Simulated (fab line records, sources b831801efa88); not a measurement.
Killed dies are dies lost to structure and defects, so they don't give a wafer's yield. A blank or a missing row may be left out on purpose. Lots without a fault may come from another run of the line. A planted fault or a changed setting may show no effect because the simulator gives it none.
A struck lot beside a sound one | flow sky130 | 24 steps out of a route of 708
Sound: wafers L822.3, L822.4, L822.6. Struck: wafers L824.1, L824.2, L824.5. The cause comes at the end.
At each step with rows: each side's tool, then ch and its chambers, then its first start. Under that, the readings that differ: sound wafers | struck wafers | difference of the means | sigmas: that difference in standard deviations of wafers without a fault.
alike: readings whose means differ by less than 2 such deviations, and words and numbers that are the same on both sides. not compared: withheld readings, readings that some wafer has no value for, bounds like >300 that may hide the same value, and numbers for which the record gives no deviation and whose values overlap.
The two part at a step that has a row with sigmas, a row that says differs or no value, or rows on one side only. Numbers that don't overlap but have no deviation are shown without sigmas and don't part them. A reading that every wafer of one side lacks parts them only if that side has two wafers or more.

first, 9 steps without rows for these wafers: SKY_LI_CONTACT_ETCH_14 (etches BARC in N2/H2, stops on SiO2, time 45.9 s, target depth 60 nm); SKY_LI_CONTACT_ETCH_15 (etches PSG in C4F8/O2/Ar, stops on Si, target depth 600 nm); SKY_LI_CONTACT_STRIP_16 (strips in O2/N2); SKY_LI_CONTACT_CLEAN_17 (cleans in NMP, time 600 s); SKY_LI_CONTACT_PRE_CLEAN_18 (time 5.6 s); SKY_LI_CONTACT_SPUTTER_19 (material Ti, target thk 20 nm, time 106.37 s); SKY_LI_CONTACT_SPUTTER_20 (material TiN, target thk 20 nm, time 80 s); SKY_LI_CONTACT_CVD_21 (deposits W, target thk 400 nm, time 120.56 s); SKY_LI_CONTACT_CMP_24 (polishes, stops on PSG, t overpolish 20 s, target thk 0 nm).
SKY_LOCAL_INTERCONNECT_SPUTTER_00: material TiN, target thk 100 nm, time 83.3 s.
  sound on pvd_sputter-01, day 31 12:49; struck on pvd_sputter-03, day 32 00:14
  no value came back on the struck wafers for cathode_dc_power_W (W), chamber_pressure_pa (Pa), throttle_valve_pct (%); on the sound wafers cathode_dc_power_W (W) reads 6500.1 6501.8 6502.2
SKY_LOCAL_INTERCONNECT_RS_MEAS_01: measures by four-point-probe.
  sound on film_metro-01, day 31 12:55; struck on film_metro-01, day 32 00:17
  reading                            | sound             | struck | difference                    | sigmas
  LOCAL_INTERCONNECT_TIN_RS (ohm/sq) | 14.18 14.12 14.26 | - - -  | no value on the struck wafers |
SKY_LOCAL_INTERCONNECT_THK_MEAS_02: measures by xrf.
  sound on film_metro-01, day 31 13:01; struck on film_metro-01, day 32 00:25
  reading                         | sound             | struck         | difference | sigmas
  LOCAL_INTERCONNECT_TIN_THK (nm) | 101.5 101.3 100.2 | <0.0 <0.0 <0.0 | differs    |
then, 9 steps without rows for these wafers: SKY_LOCAL_INTERCONNECT_DEHYDRATE_03 (time 60 s); SKY_LOCAL_INTERCONNECT_HMDS_04 (prime time 60 s); SKY_LOCAL_INTERCONNECT_COAT_05 (resist thk 60 nm); SKY_LOCAL_INTERCONNECT_COAT_06 (resist thk 450 nm); SKY_LOCAL_INTERCONNECT_SOFTBAKE_07 (time 90 s); SKY_LOCAL_INTERCONNECT_EXPOSE_08 (exposes mask LI1M, target cd 170 nm); SKY_LOCAL_INTERCONNECT_PEB_09; SKY_LOCAL_INTERCONNECT_DEVELOP_10 (develop time 60 s); SKY_LOCAL_INTERCONNECT_ETCH_13 (etches BARC in N2/H2, stops on SiO2, time 45.9 s, target depth 60 nm).
SKY_LOCAL_INTERCONNECT_METAL_ETCH_14: etches TiN in Cl2/BCl3, stops on PSG, target depth 110 nm, time 31.4 s.
  sound on rie_metal-04 ch 0,1, day 32 16:19; struck on rie_metal-04 ch 0,1, day 33 03:41
  reading                | sound                | struck               | difference | sigmas
  oes_product_au (a.u.)  | 0.941 0.942 0.943    | 0.488 0.493 0.483    | -0.454     | -61
  throttle_valve_pct (%) | 21.906 21.912 21.905 | 22.184 22.180 22.207 | +0.283     | +28
  alike: bcl3_flow_sccm, drypump_motor_current_A
  not compared: rf_hours_counter_h
then, 1 step without rows for these wafers: SKY_LOCAL_INTERCONNECT_STRIP_15 (strips in O2/N2).
-- the record jumps here: 15 days lie between the struck wafers' starts before and after (it left off in module LOCAL_INTERCONNECT and takes up again in module PAD_OPEN, whose first step shown is number 708 of the route) --
SKY_PAD_OPEN_PROBE_99:
  sound on prober-02, day 47 11:41; struck on prober-01, day 47 18:45
  reading            | sound    | struck      | difference | sigmas
  killed_at_M0_to_M3 | 51 45 43 | 7 11 10     | -37        | -5
  killed_at_contacts | 19 26 27 | 479 476 480 | +454       | +91
  killed_dies        | 84 84 88 | 492 492 492 | +407       | +41
  killed_on_rim      | 14 18 16 | 96 96 96    | +80        | +23
  killed_open        | 48 51 50 | 6 12 6      | -42        | -5
  killed_short       | 36 33 38 | 10 10 9     | -26        | -4
  alike: killed_at_M4_up, killed_at_front_end, killed_at_other

WHERE THEY PART
First at SKY_LOCAL_INTERCONNECT_SPUTTER_00; last, within this record, at SKY_PAD_OPEN_PROBE_99.

WHY: what the simulator had put in
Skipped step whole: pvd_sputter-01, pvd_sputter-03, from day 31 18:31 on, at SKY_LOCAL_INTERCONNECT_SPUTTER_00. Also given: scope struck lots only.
